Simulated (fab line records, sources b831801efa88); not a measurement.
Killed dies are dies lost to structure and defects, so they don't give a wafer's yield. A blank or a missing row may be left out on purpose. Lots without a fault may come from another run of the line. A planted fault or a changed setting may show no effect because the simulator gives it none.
Chamber matching | flow sky130 | SKY_VIA3_ETCH_14 on rie_diel-03: 4 sister chambers
The step etches BARC in N2/H2, stops on SiO2, time 45.9 s, target depth 60 nm. 4 wafers are shown with their chamber, then 7 later ones without.

WAFERS WITH THEIR CHAMBER
wafer  | chamber | drypump_motor_current_A (A)
L075.5 | 1       | 5.7
L078.5 | 3       | 5.8
L080.1 | 0       | 5.1
L080.2 | 2       | 6.0

WAFERS WITHOUT THEIR CHAMBER
wafer  | drypump_motor_current_A (A)
L080.6 | 6.0
L089.1 | 5.1
L089.2 | 5.7
L089.6 | 6.0
L096.1 | 5.9
L096.3 | 5.1
L096.5 | 5.7

WHICH CHAMBER EACH WENT THROUGH
wafer  | from the rows above     | in truth
L080.6 | 2                       | 2
L089.1 | 0                       | 0
L089.2 | 1                       | 1
L089.6 | 2                       | 2
L096.1 | can't be placed: 2 or 3 | 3
L096.3 | 0                       | 0
L096.5 | 1                       | 1
Placed correctly: 6 of 7. Can't be placed from these rows: 1 (the true chamber is among the candidates in 1). Placed wrongly: 0.
How it was worked out, from the rows above alone: a wafer's distance from a chamber is the root of the sum, over the readings, of the square of ((its reading less the chamber's mean) divided by the reading's scatter). The wafer belongs to the nearest chamber; if the next one is less than 2 further off, it can't be placed. A chamber's mean is the mean of its shown wafers. The scatter: with one shown wafer a chamber, the root of the mean of the squares of how far each hidden wafer lies from its nearest shown one.
